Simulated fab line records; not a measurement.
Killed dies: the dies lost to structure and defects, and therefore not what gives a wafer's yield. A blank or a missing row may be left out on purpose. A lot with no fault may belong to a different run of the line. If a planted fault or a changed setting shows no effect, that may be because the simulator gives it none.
Which of the tools did it? ; flow sky130 ; 11 lots, 33 wafers sampled, at 5 steps of a route of 708

WHAT THE GAUGES READ, wafer by wafer
SKY_DNWELL_TW_MEAS_09. Usual: DNWELL_TW 1108, standard deviation 8.2.
lot;measured;on;DNWELL_TW;flag
L771;day 3 02:50;filmMetro-02;1101 1098 1099;
L772;day 3 07:34;filmMetro-04;1108 1113 1103;
L773;day 3 19:46;filmMetro-02;1098 1101 1101;
L775;day 4 05:47;filmMetro-02;1106 1098 1104;
L776;day 4 09:52;filmMetro-03;1109 1107 1107;
L777;day 4 15:43;filmMetro-04;1118 1121 1124;
L778;day 4 18:17;filmMetro-02;1101 1099 1102;
L782;day 5 17:26;filmMetro-03;1110 1110 1104;
L788;day 7 00:45;filmMetro-03;1108 1109 1110;
L789;day 7 04:40;filmMetro-03;1116 1114 1113;
L791;day 7 17:05;filmMetro-03;1106 1100 1101;

SKY_NWELL_TW_MEAS_15. Usual: NWELL_TW 1811, standard deviation 12.
lot;measured;on;NWELL_TW;flag
L771;day 4 11:37;filmMetro-04;1826 1835 1836;
L772;day 4 17:18;filmMetro-04;1824 1827 1823;
L773;day 5 06:22;filmMetro-03;1809 1805 1813;
L775;day 5 18:06;filmMetro-03;1805 1808 1811;
L776;day 5 22:17;filmMetro-04;1804 1815 1810;
L777;day 6 03:23;filmMetro-04;1826 1827 1823;
L778;day 6 07:11;filmMetro-04;1839 1824 1842;
L782;day 7 08:58;filmMetro-02;1806 1802 1799;
L788;day 8 17:50;filmMetro-03;1817 1815 1824;
L789;day 8 21:41;filmMetro-02;1791 1793 1787;
L791;day 9 11:56;filmMetro-02;1812 1817 1803;

SKY_POLY_GATE_THK_MEAS_01. Usual: POLY_GATE_CVD_00_THK 181.9 nm, standard deviation 1.7.
lot;measured;on;POLY_GATE_CVD_00_THK (nm);flag
L771;day 13 19:57;filmMetro-01;181.5 181.1 180.4;
L772;day 14 03:38;filmMetro-01;178.3 179.7 180.7;
L773;day 15 03:47;filmMetro-01;183.0 181.7 182.5;
L775;day 16 12:33;filmMetro-03;184.7 184.9 184.6;
L776;day 16 15:35;filmMetro-01;180.4 181.6 179.7;
L777;day 16 15:34;filmMetro-04;182.3 181.5 182.0;
L778;day 16 15:34;filmMetro-03;182.5 183.6 184.3;
L782;day 17 22:14;filmMetro-04;180.9 183.6 181.8;
L788;day 19 23:46;filmMetro-04;142.3 142.0 141.2;OFF
L789;day 20 05:35;filmMetro-01;183.6 183.9 183.1;
L791;day 20 22:48;filmMetro-03;179.6 180.2 180.5;

EACH LOT AND THE TOOL THAT RAN IT (in order: tool; ch and the chambers of the sampled wafers; start)
lot;SKY_VT_ADJUST_PCH_STRIP_09;SKY_POLY_GATE_CVD_00
L771;plasmaAsher-02 ch 0,1, day 10 05:41;lpcvd-01 ch 1, day 13 18:45
L772;plasmaAsher-04 ch 0,1, day 10 15:07;lpcvd-01 ch 1, day 14 02:25
L773;plasmaAsher-02 ch 0,1, day 11 07:38;lpcvd-01 ch 0, day 15 01:59
L775;plasmaAsher-04 ch 0,1, day 11 21:16;lpcvd-01 ch 0, day 16 11:20
L776;plasmaAsher-03 ch 0,1, day 12 04:38;lpcvd-01 ch 1, day 16 14:22
L777;plasmaAsher-02 ch 1, day 12 11:20;lpcvd-01 ch 0, day 16 14:22
L778;plasmaAsher-02 ch 0,1, day 12 14:20;lpcvd-01 ch 0, day 16 14:22
L782;plasmaAsher-04 ch 0,1, day 13 22:01;lpcvd-01 ch 1, day 17 21:01
L788;plasmaAsher-03 ch 0,1, day 15 17:47;lpcvd-01 ch 0, day 19 22:34
L789;plasmaAsher-03 ch 0,1, day 15 23:20;lpcvd-01 ch 1, day 20 04:23
L791;plasmaAsher-02 ch 0,1, day 16 18:49;lpcvd-01 ch 1, day 20 21:35
- SKY_VT_ADJUST_PCH_STRIP_09: strips in O2/N2.
- SKY_POLY_GATE_CVD_00: deposits poly-Si, target thk 180 nm, time 720 s.

WHAT THE TOOLS THEMSELVES READ (means of the sampled wafers that have a number; where no wafer has one, the mark that the record gives instead)
SKY_VT_ADJUST_PCH_STRIP_09. Usual: drypumpMotorCurrentA 5.5 A, standard deviation 0.39; oesProductAu 0.722 a.u., standard deviation 0.0049; stripTimeToEndpointS 36.88 s, standard deviation 0.096.
lot;tool;drypumpMotorCurrentA (A);oesProductAu (a.u.);stripTimeToEndpointS (s);flag
L771;plasmaAsher-02;5.5;0.719;36.85;
L772;plasmaAsher-04;5.9;0.725;36.95;
L773;plasmaAsher-02;5.3;0.720;36.92;
L775;plasmaAsher-04;5.8;0.718;36.72;
L776;plasmaAsher-03;5.1;0.722;36.86;
L777;plasmaAsher-02;5.1;0.723;36.93;
L778;plasmaAsher-02;5.5;0.723;36.95;
L782;plasmaAsher-04;5.9;0.719;36.84;
L788;plasmaAsher-03;5.1;0.721;36.86;
L789;plasmaAsher-03;5.3;0.725;36.99;
L791;plasmaAsher-02;5.3;0.720;36.92;

SKY_POLY_GATE_CVD_00. Usual: spikeTcBottomC 639.9 C, standard deviation 1.2; spikeTcCentreC 620.9 C, standard deviation 1.1; spikeTcLowerC 619.4 C, standard deviation 1; spikeTcTopC 634.7 C, standard deviation 0.91; spikeTcUpperC 620.0 C, standard deviation 1.2.
lot;tool;spikeTcBottomC (C);spikeTcCentreC (C);spikeTcLowerC (C);spikeTcTopC (C);spikeTcUpperC (C);flag
L771;lpcvd-01;640.3;620.1;620.3;634.4;619.9;
L772;lpcvd-01;639.7;621.2;620.2;633.6;620.1;
L773;lpcvd-01;639.1;621.0;619.4;635.6;619.3;
L775;lpcvd-01;639.5;620.1;618.4;634.7;619.1;
L776;lpcvd-01;641.5;620.3;618.9;634.0;621.2;
L777;lpcvd-01;639.3;621.1;619.2;635.9;618.5;
L778;lpcvd-01;638.4;621.6;619.5;634.5;619.1;
L782;lpcvd-01;640.0;620.6;619.3;634.5;621.0;
L788;lpcvd-01;628.6;612.3;608.6;624.8;609.0;OFF
L789;lpcvd-01;640.3;620.0;619.4;634.3;621.4;
L791;lpcvd-01;640.7;621.2;619.0;633.7;621.2;

THE ANSWER, worked out from the rows above alone
Rule: take the mean of a lot's wafers that have a number; if it is more than 3 standard deviations from the usual mean, the lot is off. A lot without any number at a reading at which 4 lots or more have one is off too. The other lots that the step has rows for count as sound. After the gauges, taken in route order, come the tools' own readings; for these a lot's mean is taken, as printed above. The first step at which some lot is off is used, and at that step the reading that is off furthest; a lot without a number counts as furthest.
Off: L788, seen at SKY_POLY_GATE_THK_MEAS_01 (POLY_GATE_CVD_00_THK).
If a tool, at a process step before that reading, ran all the lots that are off and no sound lot after the first of them, it fits. The gauges at SKY_POLY_GATE_THK_MEAS_01 aren't tried: what is off there is off at SKY_POLY_GATE_CVD_00 too, on other tools, and a gauge's error can't cause that. Of those tried, none fits.

WHAT HAD BEEN PUT IN BY THE SIMULATOR
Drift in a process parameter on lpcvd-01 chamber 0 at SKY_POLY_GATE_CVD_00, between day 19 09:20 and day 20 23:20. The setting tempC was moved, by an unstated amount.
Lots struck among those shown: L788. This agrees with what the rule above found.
